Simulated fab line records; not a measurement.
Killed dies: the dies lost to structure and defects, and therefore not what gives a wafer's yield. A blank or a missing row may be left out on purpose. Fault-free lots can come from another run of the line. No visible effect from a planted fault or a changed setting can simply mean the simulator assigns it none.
fab line records :: flow sky130
record:
  lots: 14
  wafers: 42
  last_day: 52
route steps=708 shown VT_ADJUST_LVTN@115 VT_ADJUST_NCORE@126 VT_ADJUST_HVTR@139 SONOS_ONO@168
lots untouched by any fault: they come from a run of this same line in which no faults occurred
start_h: start of the lot's first displayed wafer, in hours after the record's first day :: wait_h: hours elapsed since this lot's preceding step :: " the same as in the row above :: L1.1+2: several wafers, shown together as one row :: - no value, or no start was given :: * or withheld: withheld :: < > ~ a bound
route shown NAME@n: NAME is a module with steps in the file, n the number in the route of the first one :: usual: average and standard deviation across the fault-free wafers :: same: alike in all rows :: chamber/n: place in a boat :: sites: the reading at each site :: _std_site: the standard deviation of these :: _edge_site: inner sites' mean taken away from outer sites' mean :: radius_mm: for every site, how far away it sits from the centre of the wafer :: mask NAME#n: copy n :: behind: the tool/chamber that last shaped the wafer :: hold: why the lot went on hold/how many hours it stayed there/how the hold came to an end :: device: the n, p or np transistor that did not switch :: end of line: the same wafers' tests at the end of the route :: step lacking rows: just its recipe :: killed: at the first sort, the dies lost to defects and structure; wafer yield is something else :: map: dies across one wafer; x = killed, . = not, _ = none there
set.NAME: the run value of the setting; set.NAME@STEP: its run value at that earlier step :: model.NAME: the simulator's own value behind a step, which no gauge read
the route's steps for a sample of lots (tables are steps, rows are wafers)
services: when a tool's chamber went out of use (start_h, in hours from the record's first day, below 0 if earlier), for how many hours, and the reason
== steps ==
step: SKY_VT_ADJUST_LVTN_OVL_MEAS_18
usual:
  VT_ADJUST_LVTN_01_OVL: -0.2/1.4
lot.wafer: L112.1
tool: overlay-01
chamber: -
start_h: 161.76
wait_h: 0.1
VT_ADJUST_LVTN_01_OVL[nm]: 2.2

lot.wafer: L112.3
tool: overlay-01
chamber: -
start_h: 161.76
wait_h: 0.1
VT_ADJUST_LVTN_01_OVL[nm]: -1.4

lot.wafer: L112.4
tool: overlay-01
chamber: -
start_h: 161.76
wait_h: 0.1
VT_ADJUST_LVTN_01_OVL[nm]: -1.7

lot.wafer: L113.2
tool: overlay-01
chamber: -
start_h: 166.64
wait_h: 0.1
VT_ADJUST_LVTN_01_OVL[nm]: -0.9

lot.wafer: L113.4
tool: overlay-01
chamber: -
start_h: 166.64
wait_h: 0.1
VT_ADJUST_LVTN_01_OVL[nm]: 0.4

lot.wafer: L113.5
tool: overlay-01
chamber: -
start_h: 166.64
wait_h: 0.1
VT_ADJUST_LVTN_01_OVL[nm]: 0.0

lot.wafer: L114.1
tool: overlay-01
chamber: -
start_h: 170.94
wait_h: 0.1
VT_ADJUST_LVTN_01_OVL[nm]: -0.5

lot.wafer: L114.4
tool: overlay-01
chamber: -
start_h: 170.94
wait_h: 0.1
VT_ADJUST_LVTN_01_OVL[nm]: -1.0

lot.wafer: L114.5
tool: overlay-01
chamber: -
start_h: 170.94
wait_h: 0.1
VT_ADJUST_LVTN_01_OVL[nm]: -0.1

lot.wafer: L115.1
tool: overlay-01
chamber: -
start_h: 175.41
wait_h: 0.1
VT_ADJUST_LVTN_01_OVL[nm]: -0.8

lot.wafer: L115.2
tool: overlay-01
chamber: -
start_h: 175.41
wait_h: 0.1
VT_ADJUST_LVTN_01_OVL[nm]: 1.3

lot.wafer: L115.6
tool: overlay-01
chamber: -
start_h: 175.41
wait_h: 0.1
VT_ADJUST_LVTN_01_OVL[nm]: -0.4

lot.wafer: L116.2
tool: overlay-01
chamber: -
start_h: 177.87
wait_h: 0.1
VT_ADJUST_LVTN_01_OVL[nm]: 1.2

lot.wafer: L116.4
tool: overlay-01
chamber: -
start_h: 177.87
wait_h: 0.1
VT_ADJUST_LVTN_01_OVL[nm]: 1.0

lot.wafer: L116.6
tool: overlay-01
chamber: -
start_h: 177.87
wait_h: 0.1
VT_ADJUST_LVTN_01_OVL[nm]: 0.2

lot.wafer: L118.2
tool: overlay-02
chamber: -
start_h: 183.81
wait_h: 0.1
VT_ADJUST_LVTN_01_OVL[nm]: -2.2

lot.wafer: L118.4
tool: overlay-02
chamber: -
start_h: 183.81
wait_h: 0.1
VT_ADJUST_LVTN_01_OVL[nm]: -3.8

lot.wafer: L118.5
tool: overlay-02
chamber: -
start_h: 183.81
wait_h: 0.1
VT_ADJUST_LVTN_01_OVL[nm]: -3.0

lot.wafer: L119.1
tool: overlay-01
chamber: -
start_h: 185.66
wait_h: 0.1
VT_ADJUST_LVTN_01_OVL[nm]: -0.1

lot.wafer: L119.3
tool: overlay-01
chamber: -
start_h: 185.66
wait_h: 0.1
VT_ADJUST_LVTN_01_OVL[nm]: -3.1

lot.wafer: L119.6
tool: overlay-01
chamber: -
start_h: 185.66
wait_h: 0.1
VT_ADJUST_LVTN_01_OVL[nm]: 1.5

lot.wafer: L121.2
tool: overlay-01
chamber: -
start_h: 192.54
wait_h: 0.1
VT_ADJUST_LVTN_01_OVL[nm]: -3.4

lot.wafer: L121.4
tool: overlay-01
chamber: -
start_h: 192.54
wait_h: 0.1
VT_ADJUST_LVTN_01_OVL[nm]: -3.2

lot.wafer: L121.5
tool: overlay-01
chamber: -
start_h: 192.54
wait_h: 0.1
VT_ADJUST_LVTN_01_OVL[nm]: -2.7

lot.wafer: L129.2
tool: overlay-01
chamber: -
start_h: 399.24
wait_h: 0.1
VT_ADJUST_LVTN_01_OVL[nm]: 1.1

lot.wafer: L129.3
tool: overlay-01
chamber: -
start_h: 399.24
wait_h: 0.1
VT_ADJUST_LVTN_01_OVL[nm]: -0.6

lot.wafer: L129.4
tool: overlay-01
chamber: -
start_h: 399.24
wait_h: 0.1
VT_ADJUST_LVTN_01_OVL[nm]: 0.6

lot.wafer: L127.2
tool: overlay-01
chamber: -
start_h: 399.42
wait_h: 0.1
VT_ADJUST_LVTN_01_OVL[nm]: 1.2

lot.wafer: L127.4
tool: overlay-01
chamber: -
start_h: 399.42
wait_h: 0.1
VT_ADJUST_LVTN_01_OVL[nm]: 2.0

lot.wafer: L127.6
tool: overlay-01
chamber: -
start_h: 399.42
wait_h: 0.1
VT_ADJUST_LVTN_01_OVL[nm]: 2.0

lot.wafer: L128.2
tool: overlay-01
chamber: -
start_h: 400.19
wait_h: 0.1
VT_ADJUST_LVTN_01_OVL[nm]: 0.5

lot.wafer: L128.4
tool: overlay-01
chamber: -
start_h: 400.19
wait_h: 0.1
VT_ADJUST_LVTN_01_OVL[nm]: -1.7

lot.wafer: L128.6
tool: overlay-01
chamber: -
start_h: 400.19
wait_h: 0.1
VT_ADJUST_LVTN_01_OVL[nm]: 0.9

lot.wafer: L130.2
tool: overlay-01
chamber: -
start_h: 401.01
wait_h: 0.1
VT_ADJUST_LVTN_01_OVL[nm]: -2.0

lot.wafer: L130.3
tool: overlay-01
chamber: -
start_h: 401.01
wait_h: 0.1
VT_ADJUST_LVTN_01_OVL[nm]: 0.5

lot.wafer: L130.4
tool: overlay-01
chamber: -
start_h: 401.01
wait_h: 0.1
VT_ADJUST_LVTN_01_OVL[nm]: -0.4

lot.wafer: L132.2
tool: overlay-02
chamber: -
start_h: 401.31
wait_h: 0.1
VT_ADJUST_LVTN_01_OVL[nm]: -0.3

lot.wafer: L132.3
tool: overlay-02
chamber: -
start_h: 401.31
wait_h: 0.1
VT_ADJUST_LVTN_01_OVL[nm]: -1.5

lot.wafer: L132.5
tool: overlay-02
chamber: -
start_h: 401.31
wait_h: 0.1
VT_ADJUST_LVTN_01_OVL[nm]: 0.5

lot.wafer: L131.2
tool: overlay-01
chamber: -
start_h: 402.34
wait_h: 0.1
VT_ADJUST_LVTN_01_OVL[nm]: -0.2

lot.wafer: L131.4
tool: overlay-01
chamber: -
start_h: 402.34
wait_h: 0.1
VT_ADJUST_LVTN_01_OVL[nm]: 1.0

lot.wafer: L131.6
tool: overlay-01
chamber: -
start_h: 402.34
wait_h: 0.1
VT_ADJUST_LVTN_01_OVL[nm]: 0.7
step: SKY_VT_ADJUST_NCORE_CD_MEAS_07
recipe:
  target_cd_nm: 380
usual:
  cd_nm: 381.0/2.2
lot.wafer: L112.1
tool: cd_sem-02
chamber: -
start_h: 173.81
wait_h: 0.1
cd_nm: 380.9

lot.wafer: L112.3
tool: cd_sem-02
chamber: -
start_h: 173.81
wait_h: 0.1
cd_nm: 383.3

lot.wafer: L112.4
tool: cd_sem-02
chamber: -
start_h: 173.81
wait_h: 0.1
cd_nm: 380.1

lot.wafer: L113.2
tool: cd_sem-02
chamber: -
start_h: 178.28
wait_h: 0.1
cd_nm: 379.5

lot.wafer: L113.4
tool: cd_sem-02
chamber: -
start_h: 178.28
wait_h: 0.1
cd_nm: 380.8

lot.wafer: L113.5
tool: cd_sem-02
chamber: -
start_h: 178.28
wait_h: 0.1
cd_nm: 379.9

lot.wafer: L114.1
tool: cd_sem-01
chamber: -
start_h: 181.51
wait_h: 0.1
cd_nm: 381.7

lot.wafer: L114.4
tool: cd_sem-01
chamber: -
start_h: 181.51
wait_h: 0.1
cd_nm: 380.6

lot.wafer: L114.5
tool: cd_sem-01
chamber: -
start_h: 181.51
wait_h: 0.1
cd_nm: 381.2

lot.wafer: L115.1
tool: cd_sem-01
chamber: -
start_h: 185.24
wait_h: 0.1
cd_nm: 379.9

lot.wafer: L115.2
tool: cd_sem-01
chamber: -
start_h: 185.24
wait_h: 0.1
cd_nm: 379.6

lot.wafer: L115.6
tool: cd_sem-01
chamber: -
start_h: 185.24
wait_h: 0.1
cd_nm: 380.8

lot.wafer: L116.2
tool: cd_sem-01
chamber: -
start_h: 187.68
wait_h: 0.1
cd_nm: 379.6

lot.wafer: L116.4
tool: cd_sem-01
chamber: -
start_h: 187.68
wait_h: 0.1
cd_nm: 381.6

lot.wafer: L116.6
tool: cd_sem-01
chamber: -
start_h: 187.68
wait_h: 0.1
cd_nm: 381.4

lot.wafer: L118.2
tool: cd_sem-02
chamber: -
start_h: 197.28
wait_h: 0.1
cd_nm: 378.6

lot.wafer: L118.4
tool: cd_sem-02
chamber: -
start_h: 197.28
wait_h: 0.1
cd_nm: 381.6

lot.wafer: L118.5
tool: cd_sem-02
chamber: -
start_h: 197.28
wait_h: 0.1
cd_nm: 380.7

lot.wafer: L119.1
tool: cd_sem-02
chamber: -
start_h: 201.86
wait_h: 0.1
cd_nm: 382.6

lot.wafer: L119.3
tool: cd_sem-02
chamber: -
start_h: 201.86
wait_h: 0.1
cd_nm: 382.1

lot.wafer: L119.6
tool: cd_sem-02
chamber: -
start_h: 201.86
wait_h: 0.1
cd_nm: 383.3

lot.wafer: L121.2
tool: cd_sem-02
chamber: -
start_h: 215.21
wait_h: 0.1
cd_nm: 384.7

lot.wafer: L121.4
tool: cd_sem-02
chamber: -
start_h: 215.21
wait_h: 0.1
cd_nm: 386.1

lot.wafer: L121.5
tool: cd_sem-02
chamber: -
start_h: 215.21
wait_h: 0.1
cd_nm: 385.6

lot.wafer: L129.2
tool: cd_sem-02
chamber: -
start_h: 428.66
wait_h: 0.1
cd_nm: 384.3

lot.wafer: L129.3
tool: cd_sem-02
chamber: -
start_h: 428.66
wait_h: 0.1
cd_nm: 386.4

lot.wafer: L129.4
tool: cd_sem-02
chamber: -
start_h: 428.66
wait_h: 0.1
cd_nm: 382.6

lot.wafer: L127.2
tool: cd_sem-01
chamber: -
start_h: 428.80
wait_h: 0.1
cd_nm: 377.2

lot.wafer: L127.4
tool: cd_sem-01
chamber: -
start_h: 428.80
wait_h: 0.1
cd_nm: 379.9

lot.wafer: L127.6
tool: cd_sem-01
chamber: -
start_h: 428.80
wait_h: 0.1
cd_nm: 383.3

lot.wafer: L128.2
tool: cd_sem-02
chamber: -
start_h: 429.56
wait_h: 0.1
cd_nm: 380.7

lot.wafer: L128.4
tool: cd_sem-02
chamber: -
start_h: 429.56
wait_h: 0.1
cd_nm: 379.3

lot.wafer: L128.6
tool: cd_sem-02
chamber: -
start_h: 429.56
wait_h: 0.1
cd_nm: 379.3

lot.wafer: L130.2
tool: cd_sem-01
chamber: -
start_h: 429.86
wait_h: 0.1
cd_nm: 379.4

lot.wafer: L130.3
tool: cd_sem-01
chamber: -
start_h: 429.86
wait_h: 0.1
cd_nm: 378.0

lot.wafer: L130.4
tool: cd_sem-01
chamber: -
start_h: 429.86
wait_h: 0.1
cd_nm: 378.3

lot.wafer: L132.2
tool: cd_sem-02
chamber: -
start_h: 430.46
wait_h: 0.1
cd_nm: 382.5

lot.wafer: L132.3
tool: cd_sem-02
chamber: -
start_h: 430.46
wait_h: 0.1
cd_nm: 379.9

lot.wafer: L132.5
tool: cd_sem-02
chamber: -
start_h: 430.46
wait_h: 0.1
cd_nm: 378.3

lot.wafer: L131.2
tool: cd_sem-02
chamber: -
start_h: 431.36
wait_h: 0.1
cd_nm: 379.6

lot.wafer: L131.4
tool: cd_sem-02
chamber: -
start_h: 431.36
wait_h: 0.1
cd_nm: 381.0

lot.wafer: L131.6
tool: cd_sem-02
chamber: -
start_h: 431.36
wait_h: 0.1
cd_nm: 378.8
step: SKY_VT_ADJUST_HVTR_OVL_MEAS_08
usual:
  VT_ADJUST_HVTR_OVL: -0.5/1.4
lot.wafer: L112.1
tool: overlay-02
chamber: -
start_h: 184.40
wait_h: 0.1
VT_ADJUST_HVTR_OVL[nm]: -0.3

lot.wafer: L112.3
tool: overlay-02
chamber: -
start_h: 184.40
wait_h: 0.1
VT_ADJUST_HVTR_OVL[nm]: 1.3

lot.wafer: L112.4
tool: overlay-02
chamber: -
start_h: 184.40
wait_h: 0.1
VT_ADJUST_HVTR_OVL[nm]: 1.1

lot.wafer: L113.2
tool: overlay-02
chamber: -
start_h: 188.01
wait_h: 0.1
VT_ADJUST_HVTR_OVL[nm]: -1.9

lot.wafer: L113.4
tool: overlay-02
chamber: -
start_h: 188.01
wait_h: 0.1
VT_ADJUST_HVTR_OVL[nm]: -0.3

lot.wafer: L113.5
tool: overlay-02
chamber: -
start_h: 188.01
wait_h: 0.1
VT_ADJUST_HVTR_OVL[nm]: -1.0

lot.wafer: L114.1
tool: overlay-01
chamber: -
start_h: 190.28
wait_h: 0.1
VT_ADJUST_HVTR_OVL[nm]: -0.3

lot.wafer: L114.4
tool: overlay-01
chamber: -
start_h: 190.28
wait_h: 0.1
VT_ADJUST_HVTR_OVL[nm]: 0.4

lot.wafer: L114.5
tool: overlay-01
chamber: -
start_h: 190.28
wait_h: 0.1
VT_ADJUST_HVTR_OVL[nm]: -1.5

lot.wafer: L115.1
tool: overlay-01
chamber: -
start_h: 200.81
wait_h: 0.1
VT_ADJUST_HVTR_OVL[nm]: 0.2

lot.wafer: L115.2
tool: overlay-01
chamber: -
start_h: 200.81
wait_h: 0.1
VT_ADJUST_HVTR_OVL[nm]: 1.2

lot.wafer: L115.6
tool: overlay-01
chamber: -
start_h: 200.81
wait_h: 0.1
VT_ADJUST_HVTR_OVL[nm]: 1.8

lot.wafer: L116.2
tool: overlay-02
chamber: -
start_h: 207.57
wait_h: 0.1
VT_ADJUST_HVTR_OVL[nm]: -1.7

lot.wafer: L116.4
tool: overlay-02
chamber: -
start_h: 207.57
wait_h: 0.1
VT_ADJUST_HVTR_OVL[nm]: -0.5

lot.wafer: L116.6
tool: overlay-02
chamber: -
start_h: 207.57
wait_h: 0.1
VT_ADJUST_HVTR_OVL[nm]: -0.7

lot.wafer: L118.2
tool: overlay-02
chamber: -
start_h: 217.42
wait_h: 0.1
VT_ADJUST_HVTR_OVL[nm]: -0.9

lot.wafer: L118.4
tool: overlay-02
chamber: -
start_h: 217.42
wait_h: 0.1
VT_ADJUST_HVTR_OVL[nm]: -3.8

lot.wafer: L118.5
tool: overlay-02
chamber: -
start_h: 217.42
wait_h: 0.1
VT_ADJUST_HVTR_OVL[nm]: -2.0

lot.wafer: L119.1
tool: overlay-02
chamber: -
start_h: 218.96
wait_h: 0.1
VT_ADJUST_HVTR_OVL[nm]: 0.4

lot.wafer: L119.3
tool: overlay-02
chamber: -
start_h: 218.96
wait_h: 0.1
VT_ADJUST_HVTR_OVL[nm]: -1.6

lot.wafer: L119.6
tool: overlay-02
chamber: -
start_h: 218.96
wait_h: 0.1
VT_ADJUST_HVTR_OVL[nm]: -0.1

lot.wafer: L121.2
tool: overlay-02
chamber: -
start_h: 230.32
wait_h: 0.1
VT_ADJUST_HVTR_OVL[nm]: -0.2

lot.wafer: L121.4
tool: overlay-02
chamber: -
start_h: 230.32
wait_h: 0.1
VT_ADJUST_HVTR_OVL[nm]: -3.4

lot.wafer: L121.5
tool: overlay-02
chamber: -
start_h: 230.32
wait_h: 0.1
VT_ADJUST_HVTR_OVL[nm]: -1.9

lot.wafer: L129.2
tool: overlay-01
chamber: -
start_h: 459.76
wait_h: 0.1
VT_ADJUST_HVTR_OVL[nm]: -0.3

lot.wafer: L129.3
tool: overlay-01
chamber: -
start_h: 459.76
wait_h: 0.1
VT_ADJUST_HVTR_OVL[nm]: -0.4

lot.wafer: L129.4
tool: overlay-01
chamber: -
start_h: 459.76
wait_h: 0.1
VT_ADJUST_HVTR_OVL[nm]: -3.1

lot.wafer: L127.2
tool: overlay-02
chamber: -
start_h: 459.91
wait_h: 0.1
VT_ADJUST_HVTR_OVL[nm]: -0.5

lot.wafer: L127.4
tool: overlay-02
chamber: -
start_h: 459.91
wait_h: 0.1
VT_ADJUST_HVTR_OVL[nm]: 1.2

lot.wafer: L127.6
tool: overlay-02
chamber: -
start_h: 459.91
wait_h: 0.1
VT_ADJUST_HVTR_OVL[nm]: 1.1

lot.wafer: L128.2
tool: overlay-01
chamber: -
start_h: 460.06
wait_h: 0.1
VT_ADJUST_HVTR_OVL[nm]: 0.0

lot.wafer: L128.4
tool: overlay-01
chamber: -
start_h: 460.06
wait_h: 0.1
VT_ADJUST_HVTR_OVL[nm]: 0.8

lot.wafer: L128.6
tool: overlay-01
chamber: -
start_h: 460.06
wait_h: 0.1
VT_ADJUST_HVTR_OVL[nm]: 1.9

lot.wafer: L130.2
tool: overlay-02
chamber: -
start_h: 460.36
wait_h: 0.1
VT_ADJUST_HVTR_OVL[nm]: -1.6

lot.wafer: L130.3
tool: overlay-02
chamber: -
start_h: 460.36
wait_h: 0.1
VT_ADJUST_HVTR_OVL[nm]: -1.3

lot.wafer: L130.4
tool: overlay-02
chamber: -
start_h: 460.36
wait_h: 0.1
VT_ADJUST_HVTR_OVL[nm]: -2.5

lot.wafer: L132.2
tool: overlay-01
chamber: -
start_h: 460.59
wait_h: 0.1
VT_ADJUST_HVTR_OVL[nm]: 1.4

lot.wafer: L132.3
tool: overlay-01
chamber: -
start_h: 460.59
wait_h: 0.1
VT_ADJUST_HVTR_OVL[nm]: 0.4

lot.wafer: L132.5
tool: overlay-01
chamber: -
start_h: 460.59
wait_h: 0.1
VT_ADJUST_HVTR_OVL[nm]: 1.7

lot.wafer: L131.2
tool: overlay-02
chamber: -
start_h: 461.61
wait_h: 0.1
VT_ADJUST_HVTR_OVL[nm]: 0.9

lot.wafer: L131.4
tool: overlay-02
chamber: -
start_h: 461.61
wait_h: 0.1
VT_ADJUST_HVTR_OVL[nm]: 0.2

lot.wafer: L131.6
tool: overlay-02
chamber: -
start_h: 461.61
wait_h: 0.1
VT_ADJUST_HVTR_OVL[nm]: 1.0
step: SKY_SONOS_ONO_OXIDATION_00
recipe:
  temp_c: 800
  ambient: O2
  idle_temp_c: 700
  ramp_up_c_per_min: 10
  ramp_down_c_per_min: 3
  stabilise_s: 600
  purge_s: 300
  target_thk_a: 26
  ox_time_s: 1249
usual:
  ox_temp_c: 800.0/0.34
  ox_temp_c_max: 803.1/0.69
  spike_tc_bottom_C: 816.8/2.1
  spike_tc_upper_C: 799.7/1.5
lot.wafer: L112.1
tool: furnace-01
chamber: 0
start_h: 225.69
wait_h: 6.9
ox_temp_c: 799.9
ox_temp_c_max: 802.6
spike_tc_bottom_C: 815.9
spike_tc_upper_C: 800.1

lot.wafer: L112.3
tool: furnace-01
chamber: 0
start_h: 225.69
wait_h: 6.9
ox_temp_c: 799.8
ox_temp_c_max: 802.6
spike_tc_bottom_C: 816.6
spike_tc_upper_C: 798.7

lot.wafer: L112.4
tool: furnace-01
chamber: 0
start_h: 225.69
wait_h: 6.9
ox_temp_c: 800.1
ox_temp_c_max: 802.8
spike_tc_bottom_C: 816.8
spike_tc_upper_C: 796.4

lot.wafer: L113.2
tool: furnace-01
chamber: 0
start_h: 225.69
wait_h: 0.5
ox_temp_c: 800.4
ox_temp_c_max: 803.6
spike_tc_bottom_C: 816.6
spike_tc_upper_C: 799.6

lot.wafer: L113.4
tool: furnace-01
chamber: 0
start_h: 225.69
wait_h: 0.5
ox_temp_c: 800.0
ox_temp_c_max: 802.7
spike_tc_bottom_C: 814.7
spike_tc_upper_C: 798.7

lot.wafer: L113.5
tool: furnace-01
chamber: 0
start_h: 225.69
wait_h: 0.5
ox_temp_c: 799.8
ox_temp_c_max: 802.8
spike_tc_bottom_C: 816.3
spike_tc_upper_C: 799.7

lot.wafer: L114.1
tool: furnace-01
chamber: 0
start_h: 235.56
wait_h: 7.5
ox_temp_c: 800.0
ox_temp_c_max: 802.6
spike_tc_bottom_C: 815.9
spike_tc_upper_C: 799.9

lot.wafer: L114.4
tool: furnace-01
chamber: 0
start_h: 235.56
wait_h: 7.5
ox_temp_c: 800.1
ox_temp_c_max: 803.2
spike_tc_bottom_C: 814.9
spike_tc_upper_C: 796.8

lot.wafer: L114.5
tool: furnace-01
chamber: 0
start_h: 235.56
wait_h: 7.5
ox_temp_c: 801.0
ox_temp_c_max: 804.3
spike_tc_bottom_C: 816.5
spike_tc_upper_C: 799.3

lot.wafer: L115.1
tool: furnace-01
chamber: 0
start_h: 235.56
wait_h: 0.3
ox_temp_c: 799.9
ox_temp_c_max: 802.3
spike_tc_bottom_C: 814.6
spike_tc_upper_C: 799.2

lot.wafer: L115.2
tool: furnace-01
chamber: 0
start_h: 235.56
wait_h: 0.3
ox_temp_c: 800.4
ox_temp_c_max: 804.2
spike_tc_bottom_C: 816.8
spike_tc_upper_C: 799.1

lot.wafer: L115.6
tool: furnace-01
chamber: 0
start_h: 235.56
wait_h: 0.3
ox_temp_c: 800.6
ox_temp_c_max: 803.4
spike_tc_bottom_C: 815.8
spike_tc_upper_C: 799.6

lot.wafer: L116.2
tool: furnace-01
chamber: 0
start_h: 247.96
wait_h: 6.5
ox_temp_c: 799.7
ox_temp_c_max: 803.6
spike_tc_bottom_C: 814.2
spike_tc_upper_C: 800.5

lot.wafer: L116.4
tool: furnace-01
chamber: 0
start_h: 247.96
wait_h: 6.5
ox_temp_c: 799.3
ox_temp_c_max: 801.7
spike_tc_bottom_C: 815.1
spike_tc_upper_C: 798.6

lot.wafer: L116.6
tool: furnace-01
chamber: 0
start_h: 247.96
wait_h: 6.5
ox_temp_c: 800.1
ox_temp_c_max: 803.4
spike_tc_bottom_C: 815.8
spike_tc_upper_C: 799.7

lot.wafer: L118.2
tool: furnace-01
chamber: -
start_h: 259.54
wait_h: 3.9
ox_temp_c: -
ox_temp_c_max: -
spike_tc_bottom_C: -
spike_tc_upper_C: -

lot.wafer: L118.4
tool: furnace-01
chamber: -
start_h: 259.54
wait_h: 3.9
ox_temp_c: -
ox_temp_c_max: -
spike_tc_bottom_C: -
spike_tc_upper_C: -

lot.wafer: L118.5
tool: furnace-01
chamber: -
start_h: 259.54
wait_h: 3.9
ox_temp_c: -
ox_temp_c_max: -
spike_tc_bottom_C: -
spike_tc_upper_C: -

lot.wafer: L119.1
tool: furnace-01
chamber: -
start_h: 259.54
wait_h: 1.8
ox_temp_c: -
ox_temp_c_max: -
spike_tc_bottom_C: -
spike_tc_upper_C: -

lot.wafer: L119.3
tool: furnace-01
chamber: -
start_h: 259.54
wait_h: 1.8
ox_temp_c: -
ox_temp_c_max: -
spike_tc_bottom_C: -
spike_tc_upper_C: -

lot.wafer: L119.6
tool: furnace-01
chamber: -
start_h: 259.54
wait_h: 1.8
ox_temp_c: -
ox_temp_c_max: -
spike_tc_bottom_C: -
spike_tc_upper_C: -

lot.wafer: L121.2
tool: furnace-01
chamber: 0
start_h: 274.20
wait_h: 1.3
ox_temp_c: 799.9
ox_temp_c_max: 803.1
spike_tc_bottom_C: 815.9
spike_tc_upper_C: 800.1

lot.wafer: L121.4
tool: furnace-01
chamber: 0
start_h: 274.20
wait_h: 1.3
ox_temp_c: 800.7
ox_temp_c_max: 803.6
spike_tc_bottom_C: 814.7
spike_tc_upper_C: 801.0

lot.wafer: L121.5
tool: furnace-01
chamber: 0
start_h: 274.20
wait_h: 1.3
ox_temp_c: 799.7
ox_temp_c_max: 802.9
spike_tc_bottom_C: 816.4
spike_tc_upper_C: 799.4

lot.wafer: L129.2
tool: furnace-02
chamber: 0
start_h: 521.18
wait_h: 0.0
ox_temp_c: 800.1
ox_temp_c_max: 804.0
spike_tc_bottom_C: 819.6
spike_tc_upper_C: 800.5

lot.wafer: L129.3
tool: furnace-02
chamber: 0
start_h: 521.18
wait_h: 0.0
ox_temp_c: 800.4
ox_temp_c_max: 803.3
spike_tc_bottom_C: 819.0
spike_tc_upper_C: 804.1

lot.wafer: L129.4
tool: furnace-02
chamber: 0
start_h: 521.18
wait_h: 0.0
ox_temp_c: 800.0
ox_temp_c_max: 803.3
spike_tc_bottom_C: 819.5
spike_tc_upper_C: 803.0

lot.wafer: L127.2
tool: furnace-01
chamber: 0
start_h: 521.64
wait_h: 0.0
ox_temp_c: 800.1
ox_temp_c_max: 802.2
spike_tc_bottom_C: 816.8
spike_tc_upper_C: 801.1

lot.wafer: L127.4
tool: furnace-01
chamber: 0
start_h: 521.64
wait_h: 0.0
ox_temp_c: 799.8
ox_temp_c_max: 802.5
spike_tc_bottom_C: 815.1
spike_tc_upper_C: 800.1

lot.wafer: L127.6
tool: furnace-01
chamber: 0
start_h: 521.64
wait_h: 0.0
ox_temp_c: 799.8
ox_temp_c_max: 805.1
spike_tc_bottom_C: 814.6
spike_tc_upper_C: 797.2

lot.wafer: L128.2
tool: furnace-01
chamber: 0
start_h: 521.64
wait_h: 0.0
ox_temp_c: 799.9
ox_temp_c_max: 802.8
spike_tc_bottom_C: 815.1
spike_tc_upper_C: 800.3

lot.wafer: L128.4
tool: furnace-01
chamber: 0
start_h: 521.64
wait_h: 0.0
ox_temp_c: 799.4
ox_temp_c_max: 801.9
spike_tc_bottom_C: 816.2
spike_tc_upper_C: 799.2

lot.wafer: L128.6
tool: furnace-01
chamber: 0
start_h: 521.64
wait_h: 0.0
ox_temp_c: 799.9
ox_temp_c_max: 802.1
spike_tc_bottom_C: 815.7
spike_tc_upper_C: 798.4

lot.wafer: L130.2
tool: furnace-02
chamber: 0
start_h: 522.53
wait_h: 0.6
ox_temp_c: 799.9
ox_temp_c_max: 803.6
spike_tc_bottom_C: 819.9
spike_tc_upper_C: 800.6

lot.wafer: L130.3
tool: furnace-02
chamber: 0
start_h: 522.53
wait_h: 0.6
ox_temp_c: 800.0
ox_temp_c_max: 803.8
spike_tc_bottom_C: 819.5
spike_tc_upper_C: 801.5

lot.wafer: L130.4
tool: furnace-02
chamber: 0
start_h: 522.53
wait_h: 0.6
ox_temp_c: 800.3
ox_temp_c_max: 803.9
spike_tc_bottom_C: 820.1
spike_tc_upper_C: 803.1

lot.wafer: L131.2
tool: furnace-02
chamber: 0
start_h: 522.53
wait_h: 0.6
ox_temp_c: 799.7
ox_temp_c_max: 803.7
spike_tc_bottom_C: 819.6
spike_tc_upper_C: 800.7

lot.wafer: L131.4
tool: furnace-02
chamber: 0
start_h: 522.53
wait_h: 0.6
ox_temp_c: 800.2
ox_temp_c_max: 803.5
spike_tc_bottom_C: 821.5
spike_tc_upper_C: 801.5

lot.wafer: L131.6
tool: furnace-02
chamber: 0
start_h: 522.53
wait_h: 0.6
ox_temp_c: 800.0
ox_temp_c_max: 803.8
spike_tc_bottom_C: 822.0
spike_tc_upper_C: 801.8

lot.wafer: L132.2
tool: furnace-02
chamber: 0
start_h: 522.53
wait_h: 0.7
ox_temp_c: 800.6
ox_temp_c_max: 803.8
spike_tc_bottom_C: 819.6
spike_tc_upper_C: 800.7

lot.wafer: L132.3
tool: furnace-02
chamber: 0
start_h: 522.53
wait_h: 0.7
ox_temp_c: 800.2
ox_temp_c_max: 803.4
spike_tc_bottom_C: 821.1
spike_tc_upper_C: 801.8

lot.wafer: L132.5
tool: furnace-02
chamber: 0
start_h: 522.53
wait_h: 0.7
ox_temp_c: 800.7
ox_temp_c_max: 803.5
spike_tc_bottom_C: 820.5
spike_tc_upper_C: 801.9
== services ==
tool: furnace-02
chamber: -
start_h: 260.69
hours: 4.1
kind: pm

tool: furnace-01
chamber: -
start_h: 264.98
hours: 3.3
kind: pm

tool: furnace-02
chamber: -
start_h: 267.75
hours: 2.7
kind: pm

tool: furnace-01
chamber: -
start_h: 286.87
hours: 4.0
kind: pm

tool: furnace-01
chamber: -
start_h: 295.03
hours: 1.1
kind: pm

tool: furnace-02
chamber: -
start_h: 356.63
hours: 15.3
kind: pm

tool: furnace-01
chamber: -
start_h: 406.71
hours: 4.4
kind: pm

tool: furnace-02
chamber: -
start_h: 512.24
hours: 4.9
kind: pm
== key ==
first_sign:
  step: SKY_SONOS_ONO_OXIDATION_00
  reading: tool_record
  direction: missing
effect none on later readings
met_at SKY_SONOS_ONO_OXIDATION_00
struck_lots L118,L119
later_rows_left_out L118.2,L118.4,L118.5,L119.1,L119.3,L119.6
sort_left_out L118.2,L118.4,L118.5,L119.1,L119.3,L119.6
tester_left_out L118,L119
not_acting_at SKY_VT_ADJUST_LVTN_OVL_MEAS_18,SKY_VT_ADJUST_NCORE_CD_MEAS_07,SKY_VT_ADJUST_HVTR_OVL_MEAS_08
onset_between 247.96 259.54
fault:
  kind: skipped_step_whole
  tool: furnace-01
  chamber: -
  onset_h: 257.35
  steps: SKY_SONOS_ONO_OXIDATION_00
  scope: struck_lots_only
tester_left_out: of these lots the tester's yield and bins aren't shown, on N5 and GAA mostly nor the transistor test; their killed dies are dies lost to structure and defects alone, not to doping, threshold or leakage, so they don't give the yield
sort_left_out: the simulated sort isn't trusted on such a fault, so these wafers' sort isn't shown, and their yield isn't known
later_rows_left_out: the simulator's readings of these wafers behind a module that went badly wrong aren't trusted and aren't shown, but for the sort
